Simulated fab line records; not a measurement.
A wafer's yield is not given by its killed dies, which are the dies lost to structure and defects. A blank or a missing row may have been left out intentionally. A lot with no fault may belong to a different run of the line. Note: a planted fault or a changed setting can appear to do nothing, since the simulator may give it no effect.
fab line records	flow sfq-line	part 1 of 2: steps 1 to 29 of 43
record: lots: 5	wafers: 15	last-day: 72
route steps=325 shown I6@277 M7@281 I7@296 M8@311
lots that met no fault: taken from a fault-free run of the same line
start-h: start of the lot's first displayed wafer, in hours after the record's first day	wait-h: how many hours have passed since the lot's step before this one	" unchanged from the row above	L1.1+2: one row covering several wafers at once	- no value, or no start was given	* or withheld: withheld	< > ~ a bound
route shown NAME@n: names a module that has steps shown in the file, with the first one's number in the route	usual: mean and standard deviation over wafers with no fault	same: alike in all rows	chamber/n: place in a boat	sites: readings site by site	_std_site: the values' standard deviation	_edge_site: inner sites' mean taken away from outer sites' mean	radius-mm: for every site, how far away it sits from the centre of the wafer	mask NAME#n: copy n	behind: the tool/chamber that last shaped the wafer	hold: why the lot went on hold/how many hours it stayed there/how the hold came to an end	device: which transistor (n, p or np) failed to switch	end of line: tests run on the same wafers once the route is complete	where a step has no rows: the recipe by itself	killed: the dies lost at the first sort to structure and to defects; this is not the yield of the wafer	map: shows each die of a wafer: x if killed, . if not, _ if none is there
set.NAME: setting as actually run; set.NAME@STEP: the setting as run at that earlier step	model.NAME: the simulator's own value behind a step, which no gauge read
certain route steps with their lots: each step a table, each wafer a row
services: the hour from which a tool's chamber was out of use, counted from the record's first day as start-h (under 0 if before that day), plus the number of hours and why
== steps ==
step: SFQ_TRILAYER_I6_VIA_BARC_OPEN_VIA_ETCH_235
recipe: mask-material: PR	chemistry: O2	target-depth-nm: 125	target: BARC	source-w: 500	bias-w: 80	pressure-mtorr: 30	time-s: 41.7
usual: drypump-motor-current-A: 5.87/0.22	oes-product-au: 0.686/0.0046
lot.wafer	tool	chamber	start-h	wait-h	drypump-motor-current-A	oes-product-au	rf-hours-counter-h
L075.1	rie-diel-04	2	1504.36	0.0	5.85	0.683	8
L075.3	"	1	"	"	5.80	0.671	18
L075.5	"	3	"	"	5.84	0.682	-
L078.2	rie-diel-04	1	1540.36	0.0	5.81	0.688	18
L078.4	"	3	"	"	5.84	0.689	20
L078.6	"	1	"	"	5.80	0.689	-
L079.4	rie-diel-02	0	1542.76	0.0	6.01	0.681	14
L079.5	"	2	"	"	6.13	0.678	-
L079.6	"	1	"	"	6.06	0.679	-
L084.1	rie-diel-02	2	1577.56	0.0	6.15	0.692	25
L084.2	"	3	"	"	5.78	0.691	25
L084.4	"	3	"	"	5.80	0.686	-
L087.1	rie-diel-04	0	1595.11	0.0	5.72	0.687	18
L087.3	"	2	"	"	5.86	0.688	10
L087.5	"	1	"	"	5.80	0.683	-
step: SFQ_TRILAYER_I6_VIA_ETCH_VIA_ETCH_172
recipe: target: SiO2	stop-on: Nb	mask-material: PR	taper-deg: 20	chemistry: CHF3	target-depth-nm: 260	source-w: 500	bias-w: 80	pressure-mtorr: 30	time-s: withheld
usual: drypump-motor-current-A: 5.87/0.22	oes-product-au: 0.855/0.006
lot.wafer	tool	chamber	start-h	wait-h	drypump-motor-current-A	oes-product-au
L075.1	rie-diel-04	2	1504.40	0.0	5.88	0.852
L075.3	"	1	"	"	5.79	0.858
L075.5	"	3	"	"	5.81	0.854
L078.2	rie-diel-04	1	1540.40	0.0	5.81	0.858
L078.4	"	3	"	"	5.79	0.856
L078.6	"	1	"	"	5.79	0.855
L079.4	rie-diel-02	0	1542.80	0.0	6.00	0.857
L079.5	"	2	"	"	6.13	0.854
L079.6	"	1	"	"	6.09	0.850
L084.1	rie-diel-02	2	1577.60	0.0	6.12	0.846
L084.2	"	3	"	"	5.81	0.856
L084.4	"	3	"	"	5.80	0.854
L087.1	rie-diel-04	0	1595.15	0.0	5.71	0.855
L087.3	"	2	"	"	5.86	0.865
L087.5	"	1	"	"	5.77	0.862
step: SFQ_TRILAYER_I6_VIA_STRIP_STRIP_173
recipe: gas: O2	power-w: 200	platen-temp-c: 40	overash-fraction: 0.65	chemistry: O2	pressure-mtorr: 50
usual: drypump-motor-current-A: 5.8/0.37	oes-product-au: 1.005/0.015
lot.wafer	tool	chamber	start-h	wait-h	drypump-motor-current-A	oes-product-au	rf-hours-counter-h
L075.1	rie-metal-04	1	1504.52	-	5.8	1.014	164
L075.3	"	1	"	"	5.9	1.019	-
L075.5	"	1	"	"	5.8	1.019	-
L078.2	rie-metal-01	1	1540.52	-	5.9	0.990	87
L078.4	"	0	"	"	5.0	0.997	-
L078.6	"	1	"	"	5.8	0.979	-
L079.4	rie-metal-04	1	1543.12	-	5.8	1.031	-
L079.5	"	1	"	"	5.8	1.025	-
L079.6	"	0	"	"	6.0	1.025	-
L084.1	rie-metal-02	1	1577.72	-	5.6	0.994	84
L084.2	"	0	"	"	6.4	1.001	67
L084.4	"	1	"	"	5.6	0.994	-
L087.1	rie-metal-02	0	1595.27	-	6.3	1.000	70
L087.3	"	0	"	"	6.3	0.997	-
L087.5	"	0	"	"	6.3	1.001	-
step: SFQ_TRILAYER_I6_VIA_STRIP_SOLV_CLEAN_174
recipe: chemistry: NMP	temp-c: 70	time-s: 600
lot.wafer	tool	chamber	start-h	wait-h
L075.1+3+5	wet-bench-01	7,2,1	1505.72	1.0
L078.2+4+6	wet-bench-03	0,1,7	1541.12	0.4
L079.4+5+6	wet-bench-04	0,1,5	1543.52	0.2
L084.1+2+4	wet-bench-04	1,3,4	1578.32	0.4
L087.1+3+5	wet-bench-04	3,4,5	1595.87	0.4
step: SFQ_TRILAYER_M7_DEP_PRE_CLEAN_176
recipe: gas: Ar	time-s: 22.5	bias-v: 250
lot.wafer	tool	chamber	start-h	wait-h
L075.1+3+5	pvd-sputter-03	-	1505.91	0.0
L078.2+4+6	pvd-sputter-06	-	1541.31	0.0
L079.4+5+6	pvd-sputter-05	-	1543.69	0.0
L084.1+2+4	pvd-sputter-03	-	1578.49	0.0
L087.1+3+5	pvd-sputter-05	-	1596.04	0.0
step: SFQ_TRILAYER_M7_DEP_SPUTTER_175
recipe: material: Nb	base-pressure-pa: 1.33e-06	chamber-pressure-pa: 0.1333	substrate-temp-c: 20	target-thk-nm: 200	power-w: 2000	time-s: 133.3
usual: chamber-pressure-pa: 0.13326/0.00027	throttle-valve-pct: 29.9/0.8
lot.wafer	tool	chamber	start-h	wait-h	chamber-pressure-pa	throttle-valve-pct
L075.1	pvd-sputter-03	-	1505.94	0.0	0.13322	29.9
L075.3	"	-	"	"	0.13333	30.0
L075.5	"	-	"	"	0.13289	30.2
L078.2	pvd-sputter-06	-	1541.34	0.0	0.13319	30.5
L078.4	"	-	"	"	0.13323	31.1
L078.6	"	-	"	"	0.13341	31.3
L079.4	pvd-sputter-05	-	1543.72	0.0	0.13303	30.7
L079.5	"	-	"	"	0.13322	31.0
L079.6	"	-	"	"	0.13299	29.4
L084.1	pvd-sputter-03	-	1578.52	0.0	0.13349	29.9
L084.2	"	-	"	"	0.133	30.0
L084.4	"	-	"	"	0.13335	29.4
L087.1	pvd-sputter-05	-	1596.07	0.0	0.13342	30.9
L087.3	"	-	"	"	0.13319	29.7
L087.5	"	-	"	"	0.13364	31.1
step: SFQ_M7_RS_MEAS_943
recipe: thk-meas-gauge: four-point-probe	reads: Nb_of_TRILAYER_M7_DEP_SPUTTER_175
usual: M7_NB_RS: 0.889/0.0099
lot.wafer	tool	chamber	start-h	wait-h	M7_NB_RS[ohm/sq]
L075.1	film-metro-02	-	1506.03	0.0	0.901
L075.3	"	-	"	"	0.883
L075.5	"	-	"	"	0.900
L078.2	film-metro-02	-	1541.45	0.1	0.887
L078.4	"	-	"	"	0.889
L078.6	"	-	"	"	0.895
L079.4	film-metro-02	-	1543.87	0.1	0.903
L079.5	"	-	"	"	0.902
L079.6	"	-	"	"	0.896
L084.1	film-metro-04	-	1578.61	0.0	0.886
L084.2	"	-	"	"	0.871
L084.4	"	-	"	"	0.874
L087.1	film-metro-02	-	1596.16	0.0	0.884
L087.3	"	-	"	"	0.891
L087.5	"	-	"	"	0.891
step: SFQ_TRILAYER_M7_LITHO_COAT_182
recipe: resist: BARC	spin-rpm: 3000	resist-thk-nm: 62
lot.wafer	tool	chamber	start-h	wait-h
L075.1+3+5	litho-track-04	0	1506.21	0.1
L078.2+4+6	litho-track-04	0	1541.66	0.1
L079.4+5+6	litho-track-04	0	1544.14	0.2
L084.1+2+4	litho-track-04	0	1578.79	0.1
L087.1+3+5	litho-track-02	0	1596.34	0.1
step: SFQ_TRILAYER_M7_LITHO_COAT_177
recipe: resist: KrF	spin-rpm: 3000	resist-thk-nm: 600
lot.wafer	tool	chamber	start-h	wait-h
L075.1+3+5	litho-track-04	0	1506.51	0.2
L078.2+4+6	litho-track-04	0	1541.96	0.2
L079.4+5+6	litho-track-04	0	1544.44	0.2
L084.1+2+4	litho-track-04	0	1579.09	0.2
L087.1+3+5	litho-track-02	0	1596.64	0.2
step: SFQ_TRILAYER_M7_LITHO_SOFTBAKE_181
recipe: temp-c: withheld	time-s: withheld	resist: KrF
lot.wafer	tool	chamber	start-h	wait-h
L075.1+3+5	litho-track-04	0	1506.81	0.2
L078.2+4+6	litho-track-04	0	1542.23	0.2
L079.4+5+6	litho-track-04	0	1544.67	0.2
L084.1+2+4	litho-track-04	0	1579.39	0.2
L087.1+3+5	litho-track-02	0	1596.94	0.2
step: SFQ_TRILAYER_M7_LITHO_EXPOSE_178
recipe: mask-id: M7	na: 0.6	source-shape: conventional	sigma-outer: 0.65	target-cd-nm: 500	dose-mj: 14.4
same: na: 0.6
lot.wafer	tool	chamber	start-h	wait-h	mask
L075.1+3+5	krf-scanner-02	0	1544.88	-	M7#0
L078.2+4+6	krf-scanner-02	0	1576.28	-	M7#0
L079.4+5+6	krf-scanner-02	0	1577.88	-	M7#0
L084.1+2+4	krf-scanner-02	0	1607.69	-	M7#0
L087.1+3+5	krf-scanner-02	0	1622.09	-	M7#0
step: SFQ_TRILAYER_M7_LITHO_PEB_180
recipe: peb-temp-c: 115	peb-time-s: 60	resist: KrF
lot.wafer	tool	chamber	start-h	wait-h
L075.1+3+5	litho-track-04	0	1546.08	1.0
L078.2+4+6	litho-track-02	0	1577.31	0.8
L079.4+5+6	litho-track-02	0	1578.56	0.5
L084.1+2+4	litho-track-04	0	1608.89	1.0
L087.1+3+5	litho-track-02	0	1623.29	1.0
step: SFQ_TRILAYER_M7_LITHO_DEVELOP_179
recipe: time-s: 60	resist: KrF
lot.wafer	tool	chamber	start-h	wait-h
L075.1+3+5	litho-track-04	0	1546.23	0.1
L078.2+4+6	litho-track-02	0	1577.46	0.1
L079.4+5+6	litho-track-02	0	1578.71	0.1
L084.1+2+4	litho-track-04	0	1609.04	0.1
L087.1+3+5	litho-track-02	0	1623.44	0.1
step: SFQ_M7_OVL_MEAS_945
usual: M7_OVL: 3/5.4
lot.wafer	tool	chamber	start-h	wait-h	M7_OVL[nm]
L075.1	overlay-01	-	1546.38	0.1	7
L075.3	"	-	"	"	4
L075.5	"	-	"	"	4
L078.2	overlay-01	-	1577.59	0.1	9
L078.4	"	-	"	"	9
L078.6	"	-	"	"	11
L079.4	overlay-01	-	1578.80	0.1	-1
L079.5	"	-	"	"	-1
L079.6	"	-	"	"	-3
L084.1	overlay-02	-	1609.19	0.1	0
L084.2	"	-	"	"	13
L084.4	"	-	"	"	8
L087.1	overlay-02	-	1623.59	0.1	1
L087.3	"	-	"	"	1
L087.5	"	-	"	"	2
step: SFQ_TRILAYER_M7_BARC_OPEN_METAL_ETCH_229
recipe: mask-material: PR	chemistry: O2	target-depth-nm: 125	target: BARC	icp-w: 600	bias-w: 80	pressure-mtorr: 10	time-s: 41.7
usual: drypump-motor-current-A: 5.6/0.47	oes-product-au: 0.686/0.0045
lot.wafer	tool	chamber	start-h	wait-h	drypump-motor-current-A	oes-product-au	rf-hours-counter-h
L075.1	rie-metal-01	0	1546.42	0.0	5.0	0.685	95
L075.3	"	1	"	"	5.9	0.689	-
L075.5	"	1	"	"	5.8	0.691	-
L078.2	rie-metal-01	0	1577.62	0.0	5.0	0.683	102
L078.4	"	1	"	"	5.8	0.682	-
L078.6	"	0	"	"	5.0	0.686	-
L079.4	rie-metal-02	1	1578.84	0.0	5.6	0.682	-
L079.5	"	0	"	"	6.4	0.691	-
L079.6	"	1	"	"	5.6	0.688	-
L084.1	rie-metal-02	0	1609.23	0.0	6.4	0.690	72
L084.2	"	1	"	"	5.6	0.684	90
L084.4	"	0	"	"	6.3	0.687	-
L087.1	rie-metal-02	1	1623.63	0.0	5.6	0.688	92
L087.3	"	0	"	"	6.4	0.677	-
L087.5	"	0	"	"	6.4	0.689	-
step: SFQ_TRILAYER_M7_ETCH_METAL_ETCH_180
recipe: target: Nb	stop-on: SiO2	mask-material: PR	chemistry: Cl2/Ar	target-depth-nm: 240	icp-w: 600	bias-w: 80	pressure-mtorr: 10	time-s: 120
usual: drypump-motor-current-A: 5.6/0.47	oes-product-au: 0.895/0.0075
lot.wafer	tool	chamber	start-h	wait-h	drypump-motor-current-A	oes-product-au	rf-hours-counter-h
L075.1	rie-metal-01	0	1546.48	0.0	5.0	0.890	95
L075.3	"	1	"	"	5.8	0.898	-
L075.5	"	1	"	"	5.8	0.890	-
L078.2	rie-metal-01	0	1577.68	0.0	5.0	0.897	102
L078.4	"	1	"	"	5.8	0.890	-
L078.6	"	0	"	"	5.0	0.893	-
L079.4	rie-metal-02	1	1578.92	0.1	5.6	0.882	-
L079.5	"	0	"	"	6.3	0.890	-
L079.6	"	1	"	"	5.6	0.892	-
L084.1	rie-metal-02	0	1609.29	0.0	6.3	0.892	72
L084.2	"	1	"	"	5.6	0.903	90
L084.4	"	0	"	"	6.3	0.905	-
L087.1	rie-metal-02	1	1623.69	0.0	5.6	0.899	92
L087.3	"	0	"	"	6.4	0.894	-
L087.5	"	0	"	"	6.3	0.896	-
step: SFQ_TRILAYER_M7_STRIP_STRIP_181
recipe: gas: O2	power-w: 200	platen-temp-c: 40	overash-fraction: 0.65	chemistry: O2	pressure-mtorr: 50
usual: drypump-motor-current-A: 5.6/0.47	oes-product-au: 1.004/0.0098
lot.wafer	tool	chamber	start-h	wait-h	drypump-motor-current-A	oes-product-au	rf-hours-counter-h
L075.1	rie-metal-01	0	1546.60	0.1	5.0	0.994	95
L075.3	"	1	"	"	5.9	0.981	-
L075.5	"	1	"	"	5.8	0.988	-
L078.2	rie-metal-01	0	1577.80	0.1	5.0	1.003	102
L078.4	"	1	"	"	5.8	1.001	-
L078.6	"	0	"	"	5.0	0.991	-
L079.4	rie-metal-02	1	1579.20	0.2	5.6	0.999	-
L079.5	"	0	"	"	6.3	1.006	-
L079.6	"	1	"	"	5.6	0.988	-
L084.1	rie-metal-02	0	1609.41	0.1	6.3	1.004	72
L084.2	"	1	"	"	5.6	1.004	90
L084.4	"	0	"	"	6.3	1.007	-
L087.1	rie-metal-02	1	1623.81	0.1	5.6	0.998	92
L087.3	"	0	"	"	6.3	1.011	-
L087.5	"	0	"	"	6.3	1.004	-
step: SFQ_TRILAYER_M7_STRIP_SOLV_CLEAN_182
recipe: chemistry: NMP	temp-c: 70	time-s: 600
lot.wafer	tool	chamber	start-h	wait-h
L075.1+3+5	wet-bench-02	0,5,4	1547.20	0.4
L078.2+4+6	wet-bench-02	3,2,7	1578.40	0.4
L079.4+5+6	wet-bench-01	1,6,0	1579.60	0.2
L084.1+2+4	wet-bench-03	7,2,4	1610.01	0.4
L087.1+3+5	wet-bench-03	3,6,5	1624.41	0.4
step: SFQ_TRILAYER_I7_DEP_PECVD_183
recipe: material: SiO2	temp-c: 150	time-s: 111.11	pressure-torr: 2.4	rf-w: 183.3	precursor: SiH4/N2O	target-thk-nm: 500
usual: heater-power-w: 82/12	throttle-valve-pct: 24.5/1.1
lot.wafer	tool	chamber	start-h	wait-h	heater-power-w	throttle-valve-pct
L075.1	pecvd-01	1	1547.38	0.0	81	25.0
L075.3	"	0	"	"	80	23.7
L075.5	"	1	"	"	85	25.0
L078.2	pecvd-01	1	1578.58	0.0	83	25.4
L078.4	"	0	"	"	68	23.8
L078.6	"	2	"	"	82	22.7
L079.4	pecvd-04	1	1579.82	0.0	65	25.8
L079.5	"	0	"	"	70	24.9
L079.6	"	2	"	"	90	25.5
L084.1	pecvd-03	0	1610.19	0.0	97	23.4
L084.2	"	1	"	"	89	25.1
L084.4	"	0	"	"	102	23.3
L087.1	pecvd-03	0	1624.59	0.0	107	23.4
L087.3	"	1	"	"	80	25.0
L087.5	"	0	"	"	111	23.1
step: SFQ_TRILAYER_I7_CMP_CMP_184
recipe: material: SiO2	down-force-psi: 3	platen-rpm: 60	pad-velocity-m-s: 0.94248
usual: motor-current-A: 9.8/0.74	time-to-endpoint-s: 215/9.9
lot.wafer	tool	chamber	start-h	wait-h	motor-current-A	time-to-endpoint-s
L075.3	cmp-01	2	1548.46	1.0	9.6	229
L075.1	"	0	1549.46	2.0	9.5	211
L075.5	"	2	1550.46	3.0	10.0	218
L078.4	cmp-01	0	1578.66	0.0	9.6	209
L078.2	"	2	1579.66	1.0	10.4	213
L078.6	"	1	1581.16	2.5	10.2	207
L079.4	cmp-02	2	1580.36	0.5	10.5	234
L079.6	"	1	1581.86	2.0	8.3	223
L079.5	"	2	"	"	10.2	232
L084.1	cmp-01	1	1612.07	1.8	9.6	199
L084.4	"	2	"	"	9.7	224
L084.2	"	3	"	"	9.3	203
L087.3	cmp-02	3	1624.67	0.0	11.3	215
L087.1	"	1	1625.67	1.0	9.1	209
L087.5	"	3	1626.67	2.0	11.2	223
step: SFQ_I7_BOW_MEAS_946
recipe: mode: bow
usual: I7_BOW: 4/12
lot.wafer	tool	chamber	start-h	wait-h	I7_BOW[um]
L075.1	film-metro-01	-	1550.96	1.0	16
L075.3	"	-	"	"	15
L075.5	"	-	"	"	9
L078.2	film-metro-03	-	1581.68	1.5	2
L078.4	"	-	"	"	-2
L078.6	"	-	"	"	8
L079.4	film-metro-01	-	1582.92	2.1	11
L079.5	"	-	"	"	8
L079.6	"	-	"	"	4
L084.1	film-metro-03	-	1615.07	2.5	-7
L084.2	"	-	"	"	-8
L084.4	"	-	"	"	0
L087.1	film-metro-03	-	1627.67	1.5	0
L087.3	"	-	"	"	8
L087.5	"	-	"	"	4
step: SFQ_TRILAYER_I7_METRO_MEASURE_185
usual: thk-nm: 199.9/1.3
lot.wafer	tool	chamber	start-h	wait-h	thk-nm
L075.1	film-metro-01	-	1551.08	0.1	199.8
L075.3	"	-	"	"	201.5
L075.5	"	-	"	"	200.6
L078.2	film-metro-03	-	1581.98	0.3	199.6
L078.4	"	-	"	"	200.8
L078.6	"	-	"	"	198.2
L079.4	film-metro-01	-	1583.58	0.6	202.3
L079.5	"	-	"	"	201.8
L079.6	"	-	"	"	200.1
L084.1	film-metro-03	-	1615.19	0.1	198.1
L084.2	"	-	"	"	199.0
L084.4	"	-	"	"	202.0
L087.1	film-metro-03	-	1627.79	0.1	197.9
L087.3	"	-	"	"	199.5
L087.5	"	-	"	"	199.4
step: SFQ_TRILAYER_I7_VIA_LITHO_COAT_192
recipe: resist: BARC	spin-rpm: 3000	resist-thk-nm: 62
lot.wafer	tool	chamber	start-h	wait-h
L075.1+3+5	litho-track-01	0	1552.28	1.0
L078.2+4+6	litho-track-02	0	1583.03	0.8
L079.4+5+6	litho-track-01	0	1584.33	0.6
L084.1+2+4	litho-track-01	0	1616.39	1.0
L087.1+3+5	litho-track-01	0	1628.99	1.0
step: SFQ_TRILAYER_I7_VIA_LITHO_COAT_187
recipe: resist: KrF	spin-rpm: 3000	resist-thk-nm: 650
lot.wafer	tool	chamber	start-h	wait-h
L075.1+3+5	litho-track-01	0	1552.58	0.2
L078.2+4+6	litho-track-02	0	1583.33	0.2
L079.4+5+6	litho-track-01	0	1584.63	0.2
L084.1+2+4	litho-track-01	0	1616.69	0.2
L087.1+3+5	litho-track-01	0	1629.29	0.2
step: SFQ_TRILAYER_I7_VIA_LITHO_SOFTBAKE_191
recipe: temp-c: withheld	time-s: withheld	resist: KrF
lot.wafer	tool	chamber	start-h	wait-h
L075.1+3+5	litho-track-01	0	1552.88	0.2
L078.2+4+6	litho-track-02	0	1583.60	0.2
L079.4+5+6	litho-track-01	0	1584.85	0.2
L084.1+2+4	litho-track-01	0	1616.99	0.2
L087.1+3+5	litho-track-01	0	1629.59	0.2
step: SFQ_TRILAYER_I7_VIA_LITHO_EXPOSE_188
recipe: mask-id: I7	na: 0.6	source-shape: conventional	sigma-outer: 0.65	target-cd-nm: 1000	dose-mj: 21.3
same: na: 0.6
lot.wafer	tool	chamber	start-h	wait-h	mask
L075.1+3+5	krf-scanner-01	0	1643.35	-	I7#0
L078.2+4+6	krf-scanner-01	0	1676.05	-	I7#0
L079.4+5+6	krf-scanner-01	0	1677.65	-	I7#0
L084.1+2+4	krf-scanner-01	0	1710.78	-	I7#0
L087.1+3+5	krf-scanner-01	0	1725.14	-	I7#0
step: SFQ_TRILAYER_I7_VIA_LITHO_PEB_190
recipe: peb-temp-c: 115	peb-time-s: 60	resist: KrF
lot.wafer	tool	chamber	start-h	wait-h
L075.1+3+5	litho-track-03	0	1644.55	1.0
L078.2+4+6	litho-track-01	0	1677.08	0.8
L079.4+5+6	litho-track-03	0	1678.33	0.5
L084.1+2+4	litho-track-02	0	1711.98	1.0
L087.1+3+5	litho-track-03	0	1726.34	1.0
step: SFQ_TRILAYER_I7_VIA_LITHO_DEVELOP_189
recipe: time-s: 60	resist: KrF
lot.wafer	tool	chamber	start-h	wait-h
L075.1+3+5	litho-track-03	0	1644.70	0.1
L078.2+4+6	litho-track-01	0	1677.23	0.1
L079.4+5+6	litho-track-03	0	1678.48	0.1
L084.1+2+4	litho-track-02	0	1712.13	0.1
L087.1+3+5	litho-track-03	0	1726.49	0.1
step: SFQ_I7_OVL_MEAS_947
usual: I7_OVL: 1/4.4
lot.wafer	tool	chamber	start-h	wait-h	I7_OVL[nm]
L075.1	overlay-02	-	1644.85	0.1	5
L075.3	"	-	"	"	6
L075.5	"	-	"	"	12
L078.2	overlay-02	-	1677.36	0.1	-6
L078.4	"	-	"	"	-3
L078.6	"	-	"	"	-3
L079.4	overlay-01	-	1678.57	0.1	10
L079.5	"	-	"	"	8
L079.6	"	-	"	"	9
L084.1	overlay-02	-	1712.28	0.1	2
L084.2	"	-	"	"	7
L084.4	"	-	"	"	7
L087.1	overlay-01	-	1726.64	0.1	6
L087.3	"	-	"	"	4
L087.5	"	-	"	"	1
